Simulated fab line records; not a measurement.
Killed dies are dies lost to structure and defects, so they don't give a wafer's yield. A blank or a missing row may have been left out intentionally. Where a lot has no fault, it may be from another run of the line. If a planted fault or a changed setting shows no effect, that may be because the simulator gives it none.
2 desks, one fault ; flow gf180mcu ; each desk holds nothing but its own numbers, with what lay behind them at the end

## METROLOGY DESK
Means of the sampled wafers that have a number, per lot and without regard to the tool the lot ran on: this is what the gauges read. A lot is out of limits, marked OUT, if its mean lies more than 4 standard deviations from the usual mean; the brackets give that distance.
Columns: A = cdNm at GF_V4_CD_MEAS_14, usual 259.8 nm; B = V4_OVL at GF_V4_OVL_MEAS_15, usual -1 nm
lot;first seen here;A;B
L725;day 24 06:26;260.9;-2
L731;day 26 17:32;260.5;-9
L739;day 29 12:14;260.2;3
L746;day 31 04:23;258.4;-8
L747;day 31 13:53;258.7;-7
This desk's verdict: no lot among the 5 shows anything out of limits.

## TOOL OWNER'S DESK, pvdSputter-01
The tool's own readings at GF_V4_SPUTTER_21 (material Ti, target thk 15 nm, time 80.02 s): means of the sampled wafers that have a number, for each lot that ran on this tool. A lot is out of limits, marked OUT, if its mean lies more than 4 standard deviations from the usual mean; the brackets give that distance.
Columns: A = cathodeDcPowerW at GF_V4_SPUTTER_21, usual 2500.0 W; B = throttleValvePct at GF_V4_SPUTTER_21, usual 30.2 %
lot;first seen here;A;B
L725;day 24 07:22;2500.3;31.2
L731;day 26 18:20;2500.3;31.9
L739;day 29 13:06;2568.5 (+99 or more) OUT;31.1
This desk's verdict: out of limits on L739, starting with L739 at day 29 13:06 (cathodeDcPowerW at GF_V4_SPUTTER_21). L725, L731 stayed within limits.

## BROUGHT TOGETHER
On L739, at day 29 13:06, an alarm was possible from the tool owner's desk.
Nothing out of limits was seen by the metrology desk.
The metrology desk holds a record of L739, inside its limits.
Every lot named ran GF_V4_SPUTTER_21 on pvdSputter-01.

## WHAT HAD BEEN PUT IN BY THE SIMULATOR
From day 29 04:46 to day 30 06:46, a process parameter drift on pvdSputter-01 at GF_V4_SPUTTER_21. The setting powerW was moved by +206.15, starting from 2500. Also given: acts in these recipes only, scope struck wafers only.
Struck lots among those shown: L739.
Hours from the fault's start to each desk's first reading out of limits: the tool owner's desk, 8.
